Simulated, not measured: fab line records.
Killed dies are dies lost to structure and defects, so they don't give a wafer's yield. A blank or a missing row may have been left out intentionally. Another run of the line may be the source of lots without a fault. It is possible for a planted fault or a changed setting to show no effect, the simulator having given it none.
A struck lot beside a sound one ; flow gf180mcu ; 17 out of 602 route steps
Sound: these wafers, L246.1, L246.3, L246.6. Struck: wafers L249.2, L249.5 (left out: L249.4, a lot-mate that was not struck); the cause follows at the end.
At each step with rows: each side's tool, then ch and its chambers, then its first start. Under that, the readings that differ: sound wafers ; struck wafers ; difference of the means ; sigmas: that difference in standard deviations of wafers without a fault.
alike: same words and numbers on both sides, and readings whose means sit less than 2 such deviations apart. not compared: any withheld reading, any reading some wafer has no value for, any bound like >300 that may hide the same value, and any number with overlapping values for which the record gives no deviation.
A row with sigmas, a row that says differs or no value, or rows on one side alone: a step with any of these is where the two part. Non-overlapping numbers with no deviation appear without sigmas and do not part them. A reading missing from all wafers of one side parts the sides only when that side holds two or more wafers.

first, 2 steps without rows for these wafers: GF_CONTACT_PEB_12 (peb time 90 s); GF_CONTACT_DEVELOP_13 (develop time 60 s).
GF_CONTACT_CD_MEAS_14: target cd 220 nm.
  sound on cd_sem-02, day 20 08:22; struck on cd_sem-01, day 21 04:56
  alike: cd_nm
GF_CONTACT_OVL_MEAS_15:
  sound on overlay-01, day 20 08:29; struck on overlay-02, day 21 05:02
  alike: CONTACT_OVL
then, 1 step without rows for these wafers: GF_CONTACT_ETCH_16 (etches BARC in N2/H2).
GF_CONTACT_ETCH_17: etches SiO2 in C4F8/O2/Ar, stops on CoSi2, target depth 860 nm.
  sound: rie_diel-04 ch 0,3; struck: rie_diel-04 ch 1,3
  alike: oes_product_au, rf_fwd_power_W
GF_CONTACT_STRIP_18: strips in O2/N2.
  sound on plasma_asher-03 ch 0,1, day 20 08:41; struck on plasma_asher-03 ch 0,1, day 21 05:14
  alike: drypump_motor_current_A, heater_power_w, oes_product_au
  not compared: rf_hours_counter_h
then, 3 steps without rows for these wafers: GF_CONTACT_CLEAN_19 (cleans in SPM); GF_CONTACT_CLEAN_20 (cleans in DIW); GF_CONTACT_CLEAN_21 (cleans in dHF, time 20 s).
GF_CONTACT_SPUTTER_22: material Ti, target thk 15 nm, time 80.02 s.
  sound on pvd_sputter-02, day 20 08:59; struck on pvd_sputter-02, day 21 05:32
  alike: chamber_pressure_pa, throttle_valve_pct
GF_CONTACT_SPUTTER_23: material TiN, target thk 10 nm, time 40 s.
  sound on pvd_sputter-02, day 20 09:03; struck on pvd_sputter-02, day 21 05:35
  alike: chamber_pressure_pa, throttle_valve_pct
GF_CONTACT_CVD_24: deposits W, target thk 300 nm, time 90.339 s.
  sound on cvd_w-02 ch 0,1, day 20 09:05; struck on cvd_w-02 ch 1, day 21 05:38
reading;sound;struck;difference;sigmas
chamber_pressure_Torr (Torr);40.00 39.89 39.91;34.01 34.13;-5.86;-75
model.W_of_CONTACT_CVD_24.thk_nm (nm);300.9 297.6 302.6;274.5 279.1;-23.6;
  alike: heater_power_w
GF_CONTACT_RS_MEAS_25: uses a four-point probe to measure.
  sound on film_metro-01, day 20 09:11; struck on film_metro-01, day 21 06:02
reading;sound;struck;difference;sigmas
CONTACT_W_RS (ohm/sq);0.381 0.384 0.379;0.418 0.412;+0.034;+4
  not compared: hold
GF_CONTACT_THK_MEAS_26: measures by xrf.
  sound on film_metro-01, day 20 09:19; struck on film_metro-01, day 21 12:04
reading;sound;struck;difference;sigmas
CONTACT_W_THK (nm);309 306 311;282 285;-25;-3
  not compared: hold
GF_CONTACT_CMP_27: polishes, stops on SiO2, t overpolish 15 s, target thk 0 nm.
  sound on cmp-02 ch 1,2, day 20 09:22; struck on cmp-01 ch 2, day 21 17:11
reading;sound;struck;difference;sigmas
hold;- - -;await_dispo/4.7h/release await_dispo/4.7h/release;no value on the sound wafers;
  alike: motor_current_A
-- the record jumps here: 11 days lie between the struck wafers' starts before and after (it left off in module CONTACT and takes up again in module PASSIVATION, whose first step shown is number 602 of the route) --
GF_PASSIVATION_PROBE_99:
  the record has rows for the struck wafers here (prober-01, day 32 21:27) and none for the sound ones

WHERE THEY PART
Last at GF_PASSIVATION_PROBE_99 as far as this record goes, first at GF_CONTACT_CVD_24.

WHY: the cause the simulator had injected
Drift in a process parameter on cvd_w-02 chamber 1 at GF_CONTACT_CVD_24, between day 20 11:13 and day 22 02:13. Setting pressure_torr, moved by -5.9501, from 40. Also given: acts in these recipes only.
